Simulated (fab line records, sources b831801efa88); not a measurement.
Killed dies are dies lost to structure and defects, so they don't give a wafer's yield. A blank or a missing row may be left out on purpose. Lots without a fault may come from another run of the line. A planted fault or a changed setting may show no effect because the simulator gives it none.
Which tool did it? | flow sky130 | 6 lots, 18 wafers sampled, at 2 steps of a route of 708

WHAT THE GAUGES READ, wafer by wafer
SKY_LI_CONTACT_BOW_MEAS_03.
lot  | measured     | on            | LI_CONTACT_BOW (um)
L867 | day 28 19:19 | film_metro-04 | 59 51 55
L870 | day 30 15:38 | film_metro-03 | 45 60 56
L874 | day 32 02:59 | film_metro-03 | 54 57 55
L880 | day 33 15:14 | film_metro-02 | 70 61 77
L886 | day 35 09:20 | film_metro-04 | 58 69 54
L888 | day 35 10:02 | film_metro-04 | 49 73 61

WHICH TOOL RAN EACH LOT (tool, then ch and the chambers of the sampled wafers, then the start)
lot  | SKY_LI_CONTACT_CMP_02
L867 | cmp-02 ch 0,1,3, day 28 19:04
L870 | cmp-01 ch 0,1, day 30 15:17
L874 | cmp-02 ch 0,2,3, day 32 02:47
L880 | cmp-02 ch 0,3, day 33 14:59
L886 | cmp-02 ch 0,1,2, day 35 09:05
L888 | cmp-02 ch 0,2,3, day 35 09:52
- SKY_LI_CONTACT_CMP_02: polishes PSG.

THE ANSWER, worked out from the rows above alone
Rule: what is usual is taken from the lots themselves. Put in order of their means at a reading, lots are off if they are a third of the lots or fewer, leave a main group of 4 or more, and stand apart from it by a gap of 3 or more times the standard deviation of the main group's means; of several such gaps the widest counts. A main group whose means are all the same, to the digits that the tables above print for the reading, isn't used. A lot without any number at a reading at which 4 lots or more have one is off too. The other lots that the step has rows for count as sound.
No lot is off at any reading shown: from this, nothing can be told.

WHAT THE SIMULATOR HAD PUT IN
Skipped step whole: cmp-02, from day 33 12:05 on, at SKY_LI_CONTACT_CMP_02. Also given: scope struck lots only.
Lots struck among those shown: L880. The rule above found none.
